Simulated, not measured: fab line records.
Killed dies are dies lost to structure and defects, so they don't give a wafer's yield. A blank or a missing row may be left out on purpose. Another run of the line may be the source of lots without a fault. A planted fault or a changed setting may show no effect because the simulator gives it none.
fab line records / flow gf180mcu
[record] lots = 15 wafers = 45 last_day = 34
route steps=602 shown STI@10 V3@445
lots that met no fault: taken from a fault-free run of the same line
start_h: the number of hours between the record's first day and the start of the first shown wafer of the lot / wait_h: hours elapsed since this lot's preceding step / " same as the row above / L1.1+2: several wafers, shown together as one row / - value missing, or start not given / * or withheld: withheld / < > ~ a bound
route shown NAME@n: NAME is a module with steps in the file, n the number in the route of the first one / usual: average and standard deviation across the fault-free wafers / same: alike in all rows / chamber/n: place in a boat / sites: each site's reading / _std_site: their standard deviation / _edge_site: inner sites' mean taken away from outer sites' mean / radius_mm: how far each site lies from the wafer's centre / mask NAME#n: copy n / behind: the most recent tool/chamber to have shaped the wafer / hold: cause of the lot's hold/its duration in hours/its outcome / device: the n, p or np transistor that did not switch / end of line: the route-end tests of the same wafers / a step with no rows: only its recipe / killed: count of dies lost to structure and defects at first sort (not the wafer's yield) / map: the dies of a wafer, with x for killed, . for not killed, _ for no die there
set.NAME: setting as actually run; set.NAME@STEP: the setting as run at that earlier step / model.NAME: the simulator's own value behind a step, which no gauge read
one table for each step of the route and one row for each wafer, over a sample of lots
services: from which hour (start_h, from the record's first day; less than 0 if before it) a tool's chamber was out of use, for how many hours, and why
[[steps]]
[step GF_STI_EXPOSE_09]
[recipe] mask_id = COMP target_cd_nm = 220 na = 0.68 source_shape = conventional sigma_outer = 0.6 dose_mj = 28
[usual] exposure_dose_mJ_cm2 = 27.985/0.029 focus_offset_nm = -0.1/0.53
lot.wafer=L859.1 tool=krf_scanner-02 chamber=0 start_h=19.10 wait_h=- mask=COMP#0 exposure_dose_mJ_cm2=27.972 focus_offset_nm=-0.3
lot.wafer=L859.5 tool=krf_scanner-02 chamber=0 start_h=19.10 wait_h=- mask=COMP#0 exposure_dose_mJ_cm2=27.986 focus_offset_nm=0.3
lot.wafer=L859.6 tool=krf_scanner-02 chamber=0 start_h=19.10 wait_h=- mask=COMP#0 exposure_dose_mJ_cm2=27.972 focus_offset_nm=0.0
lot.wafer=L861.1 tool=krf_scanner-02 chamber=0 start_h=29.17 wait_h=- mask=COMP#0 exposure_dose_mJ_cm2=27.940 focus_offset_nm=-0.2
lot.wafer=L861.3 tool=krf_scanner-02 chamber=0 start_h=29.17 wait_h=- mask=COMP#0 exposure_dose_mJ_cm2=27.990 focus_offset_nm=0.7
lot.wafer=L861.6 tool=krf_scanner-02 chamber=0 start_h=29.17 wait_h=- mask=COMP#0 exposure_dose_mJ_cm2=28.023 focus_offset_nm=0.1
lot.wafer=L863.1 tool=krf_scanner-01 chamber=0 start_h=40.03 wait_h=- mask=COMP#0 exposure_dose_mJ_cm2=27.998 focus_offset_nm=0.0
lot.wafer=L863.3 tool=krf_scanner-01 chamber=0 start_h=40.03 wait_h=- mask=COMP#0 exposure_dose_mJ_cm2=28.007 focus_offset_nm=-0.5
lot.wafer=L863.6 tool=krf_scanner-01 chamber=0 start_h=40.03 wait_h=- mask=COMP#0 exposure_dose_mJ_cm2=28.006 focus_offset_nm=-1.2
lot.wafer=L864.1 tool=krf_scanner-02 chamber=0 start_h=44.13 wait_h=- mask=COMP#0 exposure_dose_mJ_cm2=28.043 focus_offset_nm=0.4
lot.wafer=L864.5 tool=krf_scanner-02 chamber=0 start_h=44.13 wait_h=- mask=COMP#0 exposure_dose_mJ_cm2=27.955 focus_offset_nm=0.4
lot.wafer=L864.6 tool=krf_scanner-02 chamber=0 start_h=44.13 wait_h=- mask=COMP#0 exposure_dose_mJ_cm2=28.022 focus_offset_nm=0.6
lot.wafer=L865.3 tool=krf_scanner-01 chamber=0 start_h=50.07 wait_h=- mask=COMP#0 exposure_dose_mJ_cm2=27.954 focus_offset_nm=-0.9
lot.wafer=L865.4 tool=krf_scanner-01 chamber=0 start_h=50.07 wait_h=- mask=COMP#0 exposure_dose_mJ_cm2=27.955 focus_offset_nm=0.1
lot.wafer=L865.5 tool=krf_scanner-01 chamber=0 start_h=50.07 wait_h=- mask=COMP#0 exposure_dose_mJ_cm2=27.979 focus_offset_nm=-0.3
lot.wafer=L869.3 tool=krf_scanner-02 chamber=- start_h=70.82 wait_h=- mask=COMP#0 exposure_dose_mJ_cm2=- focus_offset_nm=-
lot.wafer=L869.5 tool=krf_scanner-02 chamber=- start_h=70.82 wait_h=- mask=COMP#0 exposure_dose_mJ_cm2=- focus_offset_nm=-
lot.wafer=L869.6 tool=krf_scanner-02 chamber=- start_h=70.82 wait_h=- mask=COMP#0 exposure_dose_mJ_cm2=- focus_offset_nm=-
lot.wafer=L870.1 tool=krf_scanner-02 chamber=- start_h=76.30 wait_h=- mask=COMP#0 exposure_dose_mJ_cm2=- focus_offset_nm=-
lot.wafer=L870.3 tool=krf_scanner-02 chamber=- start_h=76.30 wait_h=- mask=COMP#0 exposure_dose_mJ_cm2=- focus_offset_nm=-
lot.wafer=L870.6 tool=krf_scanner-02 chamber=- start_h=76.30 wait_h=- mask=COMP#0 exposure_dose_mJ_cm2=- focus_offset_nm=-
lot.wafer=L871.2 tool=krf_scanner-02 chamber=- start_h=81.51 wait_h=- mask=COMP#0 exposure_dose_mJ_cm2=- focus_offset_nm=-
lot.wafer=L871.4 tool=krf_scanner-02 chamber=- start_h=81.51 wait_h=- mask=COMP#0 exposure_dose_mJ_cm2=- focus_offset_nm=-
lot.wafer=L871.5 tool=krf_scanner-02 chamber=- start_h=81.51 wait_h=- mask=COMP#0 exposure_dose_mJ_cm2=- focus_offset_nm=-
lot.wafer=L873.1 tool=krf_scanner-02 chamber=0 start_h=90.66 wait_h=- mask=COMP#0 exposure_dose_mJ_cm2=28.036 focus_offset_nm=0.0
lot.wafer=L873.2 tool=krf_scanner-02 chamber=0 start_h=90.66 wait_h=- mask=COMP#0 exposure_dose_mJ_cm2=28.022 focus_offset_nm=-0.6
lot.wafer=L873.4 tool=krf_scanner-02 chamber=0 start_h=90.66 wait_h=- mask=COMP#0 exposure_dose_mJ_cm2=27.988 focus_offset_nm=-0.3
lot.wafer=L875.3 tool=krf_scanner-02 chamber=0 start_h=100.85 wait_h=- mask=COMP#0 exposure_dose_mJ_cm2=27.974 focus_offset_nm=0.3
lot.wafer=L875.5 tool=krf_scanner-02 chamber=0 start_h=100.85 wait_h=- mask=COMP#0 exposure_dose_mJ_cm2=27.991 focus_offset_nm=0.1
lot.wafer=L875.6 tool=krf_scanner-02 chamber=0 start_h=100.85 wait_h=- mask=COMP#0 exposure_dose_mJ_cm2=28.035 focus_offset_nm=-0.3
lot.wafer=L877.1 tool=krf_scanner-02 chamber=0 start_h=111.31 wait_h=- mask=COMP#0 exposure_dose_mJ_cm2=28.029 focus_offset_nm=0.0
lot.wafer=L877.2 tool=krf_scanner-02 chamber=0 start_h=111.31 wait_h=- mask=COMP#0 exposure_dose_mJ_cm2=28.019 focus_offset_nm=-0.2
lot.wafer=L877.5 tool=krf_scanner-02 chamber=0 start_h=111.31 wait_h=- mask=COMP#0 exposure_dose_mJ_cm2=27.991 focus_offset_nm=-0.4
lot.wafer=L878.1 tool=krf_scanner-01 chamber=0 start_h=118.41 wait_h=- mask=COMP#0 exposure_dose_mJ_cm2=27.998 focus_offset_nm=-0.5
lot.wafer=L878.3 tool=krf_scanner-01 chamber=0 start_h=118.41 wait_h=- mask=COMP#0 exposure_dose_mJ_cm2=27.955 focus_offset_nm=-0.1
lot.wafer=L878.4 tool=krf_scanner-01 chamber=0 start_h=118.41 wait_h=- mask=COMP#0 exposure_dose_mJ_cm2=27.972 focus_offset_nm=-1.2
lot.wafer=L879.1 tool=krf_scanner-02 chamber=0 start_h=120.93 wait_h=- mask=COMP#0 exposure_dose_mJ_cm2=27.996 focus_offset_nm=-0.4
lot.wafer=L879.3 tool=krf_scanner-02 chamber=0 start_h=120.93 wait_h=- mask=COMP#0 exposure_dose_mJ_cm2=28.007 focus_offset_nm=0.2
lot.wafer=L879.4 tool=krf_scanner-02 chamber=0 start_h=120.93 wait_h=- mask=COMP#0 exposure_dose_mJ_cm2=28.021 focus_offset_nm=0.7
lot.wafer=L880.3 tool=krf_scanner-02 chamber=0 start_h=126.84 wait_h=- mask=COMP#0 exposure_dose_mJ_cm2=27.980 focus_offset_nm=-0.7
lot.wafer=L880.4 tool=krf_scanner-02 chamber=0 start_h=126.84 wait_h=- mask=COMP#0 exposure_dose_mJ_cm2=27.981 focus_offset_nm=0.1
lot.wafer=L880.5 tool=krf_scanner-02 chamber=0 start_h=126.84 wait_h=- mask=COMP#0 exposure_dose_mJ_cm2=27.956 focus_offset_nm=-1.1
lot.wafer=L881.1 tool=krf_scanner-01 chamber=0 start_h=131.98 wait_h=- mask=COMP#0 exposure_dose_mJ_cm2=27.963 focus_offset_nm=-0.8
lot.wafer=L881.3 tool=krf_scanner-01 chamber=0 start_h=131.98 wait_h=- mask=COMP#0 exposure_dose_mJ_cm2=27.987 focus_offset_nm=-0.3
lot.wafer=L881.4 tool=krf_scanner-01 chamber=0 start_h=131.98 wait_h=- mask=COMP#0 exposure_dose_mJ_cm2=27.985 focus_offset_nm=-0.3
[step GF_V3_ETCH_16]
[recipe] chemistry = N2/H2 target_depth_a = withheld overetch_a = withheld time_s = withheld target = BARC ion_energy_ev = 193.5 source_w = 500 bias_w = 100 pressure_mtorr = 30 n2_flow_sccm = 100 h2_flow_sccm = 200
[usual] drypump_motor_current_A = 5.8/0.34 h2_flow_sccm = 200.1/0.58 oes_product_au = 0.856/0.0048 throttle_valve_pct = 13.225/0.0097
lot.wafer=L859.1 tool=rie_diel-03 chamber=2 start_h=515.61 wait_h=0.0 drypump_motor_current_A=6.4 h2_flow_sccm=199.3 oes_product_au=0.854 throttle_valve_pct=13.213
lot.wafer=L859.5 tool=rie_diel-03 chamber=0 start_h=515.61 wait_h=0.0 drypump_motor_current_A=6.1 h2_flow_sccm=200.2 oes_product_au=0.854 throttle_valve_pct=13.224
lot.wafer=L859.6 tool=rie_diel-03 chamber=3 start_h=515.61 wait_h=0.0 drypump_motor_current_A=5.6 h2_flow_sccm=200.3 oes_product_au=0.851 throttle_valve_pct=13.230
lot.wafer=L861.1 tool=rie_diel-03 chamber=0 start_h=530.62 wait_h=0.0 drypump_motor_current_A=6.1 h2_flow_sccm=200.9 oes_product_au=0.856 throttle_valve_pct=13.243
lot.wafer=L861.3 tool=rie_diel-03 chamber=3 start_h=530.62 wait_h=0.0 drypump_motor_current_A=5.6 h2_flow_sccm=200.8 oes_product_au=0.853 throttle_valve_pct=13.230
lot.wafer=L861.6 tool=rie_diel-03 chamber=0 start_h=530.62 wait_h=0.0 drypump_motor_current_A=6.1 h2_flow_sccm=201.1 oes_product_au=0.855 throttle_valve_pct=13.221
lot.wafer=L863.1 tool=rie_diel-04 chamber=3 start_h=552.25 wait_h=0.0 drypump_motor_current_A=5.7 h2_flow_sccm=200.0 oes_product_au=0.858 throttle_valve_pct=13.217
lot.wafer=L863.3 tool=rie_diel-04 chamber=2 start_h=552.25 wait_h=0.0 drypump_motor_current_A=5.9 h2_flow_sccm=200.4 oes_product_au=0.843 throttle_valve_pct=13.216
lot.wafer=L863.6 tool=rie_diel-04 chamber=3 start_h=552.25 wait_h=0.0 drypump_motor_current_A=5.7 h2_flow_sccm=201.3 oes_product_au=0.855 throttle_valve_pct=13.240
lot.wafer=L864.1 tool=rie_diel-04 chamber=3 start_h=564.50 wait_h=0.0 drypump_motor_current_A=5.7 h2_flow_sccm=200.4 oes_product_au=0.861 throttle_valve_pct=13.217
lot.wafer=L864.5 tool=rie_diel-04 chamber=0 start_h=564.50 wait_h=0.0 drypump_motor_current_A=5.2 h2_flow_sccm=199.5 oes_product_au=0.843 throttle_valve_pct=13.230
lot.wafer=L864.6 tool=rie_diel-04 chamber=1 start_h=564.50 wait_h=0.0 drypump_motor_current_A=5.6 h2_flow_sccm=200.3 oes_product_au=0.850 throttle_valve_pct=13.236
lot.wafer=L865.3 tool=rie_diel-03 chamber=3 start_h=573.35 wait_h=0.0 drypump_motor_current_A=5.6 h2_flow_sccm=199.7 oes_product_au=0.857 throttle_valve_pct=13.232
lot.wafer=L865.4 tool=rie_diel-03 chamber=1 start_h=573.35 wait_h=0.0 drypump_motor_current_A=5.7 h2_flow_sccm=199.1 oes_product_au=0.864 throttle_valve_pct=13.234
lot.wafer=L865.5 tool=rie_diel-03 chamber=0 start_h=573.35 wait_h=0.0 drypump_motor_current_A=6.1 h2_flow_sccm=200.4 oes_product_au=0.859 throttle_valve_pct=13.215
lot.wafer=L873.1 tool=rie_diel-03 chamber=2 start_h=631.55 wait_h=0.0 drypump_motor_current_A=6.4 h2_flow_sccm=199.6 oes_product_au=0.860 throttle_valve_pct=13.215
lot.wafer=L873.2 tool=rie_diel-03 chamber=1 start_h=631.55 wait_h=0.0 drypump_motor_current_A=5.6 h2_flow_sccm=200.2 oes_product_au=0.860 throttle_valve_pct=13.242
lot.wafer=L873.4 tool=rie_diel-03 chamber=3 start_h=631.55 wait_h=0.0 drypump_motor_current_A=5.6 h2_flow_sccm=199.7 oes_product_au=0.861 throttle_valve_pct=13.209
lot.wafer=L875.3 tool=rie_diel-03 chamber=2 start_h=644.76 wait_h=0.0 drypump_motor_current_A=6.4 h2_flow_sccm=199.8 oes_product_au=0.859 throttle_valve_pct=13.232
lot.wafer=L875.5 tool=rie_diel-03 chamber=3 start_h=644.76 wait_h=0.0 drypump_motor_current_A=5.6 h2_flow_sccm=200.3 oes_product_au=0.852 throttle_valve_pct=13.221
lot.wafer=L875.6 tool=rie_diel-03 chamber=2 start_h=644.76 wait_h=0.0 drypump_motor_current_A=6.4 h2_flow_sccm=199.9 oes_product_au=0.860 throttle_valve_pct=13.212
lot.wafer=L877.1 tool=rie_diel-01 chamber=3 start_h=656.65 wait_h=0.0 drypump_motor_current_A=5.7 h2_flow_sccm=200.2 oes_product_au=0.847 throttle_valve_pct=13.237
lot.wafer=L877.2 tool=rie_diel-01 chamber=0 start_h=656.65 wait_h=0.0 drypump_motor_current_A=5.7 h2_flow_sccm=199.3 oes_product_au=0.854 throttle_valve_pct=13.220
lot.wafer=L877.5 tool=rie_diel-01 chamber=1 start_h=656.65 wait_h=0.0 drypump_motor_current_A=5.3 h2_flow_sccm=199.4 oes_product_au=0.857 throttle_valve_pct=13.221
lot.wafer=L878.1 tool=rie_diel-03 chamber=1 start_h=667.35 wait_h=0.0 drypump_motor_current_A=5.7 h2_flow_sccm=200.4 oes_product_au=0.849 throttle_valve_pct=13.214
lot.wafer=L878.3 tool=rie_diel-03 chamber=2 start_h=667.35 wait_h=0.0 drypump_motor_current_A=6.5 h2_flow_sccm=199.9 oes_product_au=0.851 throttle_valve_pct=13.236
lot.wafer=L878.4 tool=rie_diel-03 chamber=3 start_h=667.35 wait_h=0.0 drypump_motor_current_A=5.6 h2_flow_sccm=200.4 oes_product_au=0.849 throttle_valve_pct=13.233
lot.wafer=L879.1 tool=rie_diel-03 chamber=2 start_h=672.45 wait_h=0.0 drypump_motor_current_A=6.4 h2_flow_sccm=199.3 oes_product_au=0.856 throttle_valve_pct=13.215
lot.wafer=L879.3 tool=rie_diel-03 chamber=0 start_h=672.45 wait_h=0.0 drypump_motor_current_A=6.1 h2_flow_sccm=200.5 oes_product_au=0.857 throttle_valve_pct=13.205
lot.wafer=L879.4 tool=rie_diel-03 chamber=2 start_h=672.45 wait_h=0.0 drypump_motor_current_A=6.4 h2_flow_sccm=200.2 oes_product_au=0.856 throttle_valve_pct=13.218
lot.wafer=L880.3 tool=rie_diel-04 chamber=1 start_h=678.20 wait_h=0.0 drypump_motor_current_A=5.6 h2_flow_sccm=199.5 oes_product_au=0.856 throttle_valve_pct=13.223
lot.wafer=L880.4 tool=rie_diel-04 chamber=0 start_h=678.20 wait_h=0.0 drypump_motor_current_A=5.2 h2_flow_sccm=200.4 oes_product_au=0.855 throttle_valve_pct=13.230
lot.wafer=L880.5 tool=rie_diel-04 chamber=2 start_h=678.20 wait_h=0.0 drypump_motor_current_A=5.9 h2_flow_sccm=200.4 oes_product_au=0.852 throttle_valve_pct=13.215
lot.wafer=L881.1 tool=rie_diel-04 chamber=3 start_h=683.40 wait_h=0.0 drypump_motor_current_A=5.7 h2_flow_sccm=200.4 oes_product_au=0.859 throttle_valve_pct=13.231
lot.wafer=L881.3 tool=rie_diel-04 chamber=0 start_h=683.40 wait_h=0.0 drypump_motor_current_A=5.2 h2_flow_sccm=199.0 oes_product_au=0.865 throttle_valve_pct=13.242
lot.wafer=L881.4 tool=rie_diel-04 chamber=2 start_h=683.40 wait_h=0.0 drypump_motor_current_A=5.9 h2_flow_sccm=201.9 oes_product_au=0.855 throttle_valve_pct=13.234
[step GF_V3_ETCH_17]
[recipe] chemistry = C4F8/O2/Ar mask_material = KrF target = SiO2 stop_on = TiN source_w = 1500 bias_w = 1200 pressure_mtorr = 40 c4f8_flow_sccm = withheld O2_flow_sccm = 6 Ar_flow_sccm = 300 time_s = withheld target_depth_a = 6350
[usual] oes_product_au = 0.856/0.0043
lot.wafer=L859.1 tool=rie_diel-03 chamber=2 start_h=- wait_h=- oes_product_au=0.856
lot.wafer=L859.5 tool=rie_diel-03 chamber=0 start_h=- wait_h=- oes_product_au=0.847
lot.wafer=L859.6 tool=rie_diel-03 chamber=3 start_h=- wait_h=- oes_product_au=0.851
lot.wafer=L861.1 tool=rie_diel-03 chamber=0 start_h=- wait_h=- oes_product_au=0.857
lot.wafer=L861.3 tool=rie_diel-03 chamber=3 start_h=- wait_h=- oes_product_au=0.853
lot.wafer=L861.6 tool=rie_diel-03 chamber=0 start_h=- wait_h=- oes_product_au=0.857
lot.wafer=L863.1 tool=rie_diel-04 chamber=3 start_h=- wait_h=- oes_product_au=0.855
lot.wafer=L863.3 tool=rie_diel-04 chamber=2 start_h=- wait_h=- oes_product_au=0.865
lot.wafer=L863.6 tool=rie_diel-04 chamber=3 start_h=- wait_h=- oes_product_au=0.858
lot.wafer=L864.1 tool=rie_diel-04 chamber=3 start_h=- wait_h=- oes_product_au=0.866
lot.wafer=L864.5 tool=rie_diel-04 chamber=0 start_h=- wait_h=- oes_product_au=0.853
lot.wafer=L864.6 tool=rie_diel-04 chamber=1 start_h=- wait_h=- oes_product_au=0.862
lot.wafer=L865.3 tool=rie_diel-03 chamber=3 start_h=- wait_h=- oes_product_au=0.853
lot.wafer=L865.4 tool=rie_diel-03 chamber=1 start_h=- wait_h=- oes_product_au=0.856
lot.wafer=L865.5 tool=rie_diel-03 chamber=0 start_h=- wait_h=- oes_product_au=0.851
lot.wafer=L873.1 tool=rie_diel-03 chamber=2 start_h=- wait_h=- oes_product_au=0.857
lot.wafer=L873.2 tool=rie_diel-03 chamber=1 start_h=- wait_h=- oes_product_au=0.862
lot.wafer=L873.4 tool=rie_diel-03 chamber=3 start_h=- wait_h=- oes_product_au=0.859
lot.wafer=L875.3 tool=rie_diel-03 chamber=2 start_h=- wait_h=- oes_product_au=0.854
lot.wafer=L875.5 tool=rie_diel-03 chamber=3 start_h=- wait_h=- oes_product_au=0.856
lot.wafer=L875.6 tool=rie_diel-03 chamber=2 start_h=- wait_h=- oes_product_au=0.857
lot.wafer=L877.1 tool=rie_diel-01 chamber=3 start_h=- wait_h=- oes_product_au=0.859
lot.wafer=L877.2 tool=rie_diel-01 chamber=0 start_h=- wait_h=- oes_product_au=0.859
lot.wafer=L877.5 tool=rie_diel-01 chamber=1 start_h=- wait_h=- oes_product_au=0.854
lot.wafer=L878.1 tool=rie_diel-03 chamber=1 start_h=- wait_h=- oes_product_au=0.852
lot.wafer=L878.3 tool=rie_diel-03 chamber=2 start_h=- wait_h=- oes_product_au=0.856
lot.wafer=L878.4 tool=rie_diel-03 chamber=3 start_h=- wait_h=- oes_product_au=0.858
lot.wafer=L879.1 tool=rie_diel-03 chamber=2 start_h=- wait_h=- oes_product_au=0.861
lot.wafer=L879.3 tool=rie_diel-03 chamber=0 start_h=- wait_h=- oes_product_au=0.858
lot.wafer=L879.4 tool=rie_diel-03 chamber=2 start_h=- wait_h=- oes_product_au=0.859
lot.wafer=L880.3 tool=rie_diel-04 chamber=1 start_h=- wait_h=- oes_product_au=0.856
lot.wafer=L880.4 tool=rie_diel-04 chamber=0 start_h=- wait_h=- oes_product_au=0.853
lot.wafer=L880.5 tool=rie_diel-04 chamber=2 start_h=- wait_h=- oes_product_au=0.850
lot.wafer=L881.1 tool=rie_diel-04 chamber=3 start_h=- wait_h=- oes_product_au=0.850
lot.wafer=L881.3 tool=rie_diel-04 chamber=0 start_h=- wait_h=- oes_product_au=0.859
lot.wafer=L881.4 tool=rie_diel-04 chamber=2 start_h=- wait_h=- oes_product_au=0.853
[step GF_V3_RS_MEAS_24]
[recipe] thk_meas_gauge = four-point-probe reads = W_of_V3_CVD_23+TiN_of_V3_SPUTTER_22+Ti_of_V3_SPUTTER_21
[usual] V3_W_RS = 0.327/0.0038
lot.wafer=L859.1 tool=film_metro-04 chamber=- start_h=516.61 wait_h=0.2 V3_W_RS[ohm/sq]=0.325
lot.wafer=L859.5 tool=film_metro-04 chamber=- start_h=516.61 wait_h=0.2 V3_W_RS[ohm/sq]=0.322
lot.wafer=L859.6 tool=film_metro-04 chamber=- start_h=516.61 wait_h=0.2 V3_W_RS[ohm/sq]=0.325
lot.wafer=L861.1 tool=film_metro-01 chamber=- start_h=531.57 wait_h=0.1 V3_W_RS[ohm/sq]=0.328
lot.wafer=L861.3 tool=film_metro-01 chamber=- start_h=531.57 wait_h=0.1 V3_W_RS[ohm/sq]=0.326
lot.wafer=L861.6 tool=film_metro-01 chamber=- start_h=531.57 wait_h=0.1 V3_W_RS[ohm/sq]=0.328
lot.wafer=L863.1 tool=film_metro-03 chamber=- start_h=553.13 wait_h=0.1 V3_W_RS[ohm/sq]=0.323
lot.wafer=L863.3 tool=film_metro-03 chamber=- start_h=553.13 wait_h=0.1 V3_W_RS[ohm/sq]=0.324
lot.wafer=L863.6 tool=film_metro-03 chamber=- start_h=553.13 wait_h=0.1 V3_W_RS[ohm/sq]=0.324
lot.wafer=L864.1 tool=film_metro-01 chamber=- start_h=565.37 wait_h=0.1 V3_W_RS[ohm/sq]=0.322
lot.wafer=L864.5 tool=film_metro-01 chamber=- start_h=565.37 wait_h=0.1 V3_W_RS[ohm/sq]=0.327
lot.wafer=L864.6 tool=film_metro-01 chamber=- start_h=565.37 wait_h=0.1 V3_W_RS[ohm/sq]=0.320
lot.wafer=L865.3 tool=film_metro-01 chamber=- start_h=574.26 wait_h=0.1 V3_W_RS[ohm/sq]=0.338
lot.wafer=L865.4 tool=film_metro-01 chamber=- start_h=574.26 wait_h=0.1 V3_W_RS[ohm/sq]=0.334
lot.wafer=L865.5 tool=film_metro-01 chamber=- start_h=574.26 wait_h=0.1 V3_W_RS[ohm/sq]=0.330
lot.wafer=L873.1 tool=film_metro-01 chamber=- start_h=632.43 wait_h=0.1 V3_W_RS[ohm/sq]=0.323
lot.wafer=L873.2 tool=film_metro-01 chamber=- start_h=632.43 wait_h=0.1 V3_W_RS[ohm/sq]=0.328
lot.wafer=L873.4 tool=film_metro-01 chamber=- start_h=632.43 wait_h=0.1 V3_W_RS[ohm/sq]=0.329
lot.wafer=L875.3 tool=film_metro-03 chamber=- start_h=645.67 wait_h=0.1 V3_W_RS[ohm/sq]=0.331
lot.wafer=L875.5 tool=film_metro-03 chamber=- start_h=645.67 wait_h=0.1 V3_W_RS[ohm/sq]=0.329
lot.wafer=L875.6 tool=film_metro-03 chamber=- start_h=645.67 wait_h=0.1 V3_W_RS[ohm/sq]=0.326
lot.wafer=L877.1 tool=film_metro-03 chamber=- start_h=657.53 wait_h=0.1 V3_W_RS[ohm/sq]=0.327
lot.wafer=L877.2 tool=film_metro-03 chamber=- start_h=657.53 wait_h=0.1 V3_W_RS[ohm/sq]=0.325
lot.wafer=L877.5 tool=film_metro-03 chamber=- start_h=657.53 wait_h=0.1 V3_W_RS[ohm/sq]=0.326
lot.wafer=L878.1 tool=film_metro-01 chamber=- start_h=668.22 wait_h=0.1 V3_W_RS[ohm/sq]=0.335
lot.wafer=L878.3 tool=film_metro-01 chamber=- start_h=668.22 wait_h=0.1 V3_W_RS[ohm/sq]=0.327
lot.wafer=L878.4 tool=film_metro-01 chamber=- start_h=668.22 wait_h=0.1 V3_W_RS[ohm/sq]=0.333
lot.wafer=L879.1 tool=film_metro-04 chamber=- start_h=673.33 wait_h=0.1 V3_W_RS[ohm/sq]=0.320
lot.wafer=L879.3 tool=film_metro-04 chamber=- start_h=673.33 wait_h=0.1 V3_W_RS[ohm/sq]=0.321
lot.wafer=L879.4 tool=film_metro-04 chamber=- start_h=673.33 wait_h=0.1 V3_W_RS[ohm/sq]=0.324
lot.wafer=L880.3 tool=film_metro-01 chamber=- start_h=679.12 wait_h=0.1 V3_W_RS[ohm/sq]=0.327
lot.wafer=L880.4 tool=film_metro-01 chamber=- start_h=679.12 wait_h=0.1 V3_W_RS[ohm/sq]=0.327
lot.wafer=L880.5 tool=film_metro-01 chamber=- start_h=679.12 wait_h=0.1 V3_W_RS[ohm/sq]=0.331
lot.wafer=L881.1 tool=film_metro-04 chamber=- start_h=684.30 wait_h=0.1 V3_W_RS[ohm/sq]=0.325
lot.wafer=L881.3 tool=film_metro-04 chamber=- start_h=684.30 wait_h=0.1 V3_W_RS[ohm/sq]=0.322
lot.wafer=L881.4 tool=film_metro-04 chamber=- start_h=684.30 wait_h=0.1 V3_W_RS[ohm/sq]=0.333
[[services]]
tool=rie_diel-03 chamber=3 start_h=-1.07 hours=2.9 kind=repair
tool=rie_diel-03 chamber=2 start_h=43.88 hours=6.5 kind=repair
tool=krf_scanner-02 chamber=- start_h=87.38 hours=1.0 kind=pm
tool=krf_scanner-02 chamber=- start_h=131.76 hours=1.3 kind=pm
tool=krf_scanner-02 chamber=- start_h=139.53 hours=0.8 kind=pm
tool=rie_diel-03 chamber=- start_h=159.90 hours=0.6 kind=repair
tool=rie_diel-03 chamber=- start_h=234.84 hours=1.1 kind=repair
tool=rie_diel-03 chamber=1 start_h=244.84 hours=1.5 kind=repair
tool=krf_scanner-02 chamber=- start_h=256.38 hours=1.0 kind=pm
tool=rie_diel-03 chamber=2 start_h=259.85 hours=5.8 kind=repair
tool=krf_scanner-02 chamber=- start_h=262.03 hours=5.1 kind=repair
tool=rie_diel-03 chamber=2 start_h=272.45 hours=1.2 kind=repair
tool=krf_scanner-02 chamber=- start_h=307.66 hours=1.3 kind=pm
tool=krf_scanner-02 chamber=- start_h=308.96 hours=0.8 kind=pm
tool=krf_scanner-02 chamber=- start_h=320.83 hours=0.5 kind=repair
tool=rie_diel-03 chamber=1 start_h=335.65 hours=2.4 kind=repair
tool=rie_diel-03 chamber=- start_h=341.18 hours=2.8 kind=pm
tool=rie_diel-03 chamber=3 start_h=353.57 hours=14.6 kind=repair
tool=rie_diel-03 chamber=- start_h=366.49 hours=0.8 kind=repair
tool=rie_diel-03 chamber=- start_h=452.61 hours=4.3 kind=pm
tool=rie_diel-03 chamber=3 start_h=480.51 hours=5.7 kind=repair
tool=rie_diel-03 chamber=0 start_h=492.87 hours=15.2 kind=repair
tool=rie_diel-03 chamber=2 start_h=655.48 hours=8.5 kind=repair
tool=rie_diel-03 chamber=1 start_h=672.29 hours=3.1 kind=repair
[[key]]
[first_sign] step = GF_STI_EXPOSE_09 reading = tool_record direction = missing
effect none on later readings
met_at GF_STI_EXPOSE_09
struck_lots L869,L870,L871
later_rows_left_out L869.3,L869.5,L869.6,L870.1,L870.3,L870.6,L871.2,L871.4,L871.5
sort_left_out L869.3,L869.5,L869.6,L870.1,L870.3,L870.6,L871.2,L871.4,L871.5
tester_left_out L869,L870,L871
not_acting_at GF_V3_ETCH_16,GF_V3_ETCH_17,GF_V3_RS_MEAS_24
onset_between 44.13 70.82
[fault] kind = skipped_step_whole tool = krf_scanner-02 chamber = - onset_h = 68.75 steps = GF_STI_EXPOSE_09 scope = struck_lots_only
// tester_left_out: of these lots the tester's yield and bins aren't shown, on N5 and GAA mostly nor the transistor test; their killed dies are dies lost to structure and defects alone, not to doping, threshold or leakage, so they don't give the yield
// sort_left_out: the simulated sort isn't trusted on such a fault, so these wafers' sort isn't shown, and their yield isn't known
// later_rows_left_out: the simulator's readings of these wafers behind a module that went badly wrong aren't trusted and aren't shown, but for the sort
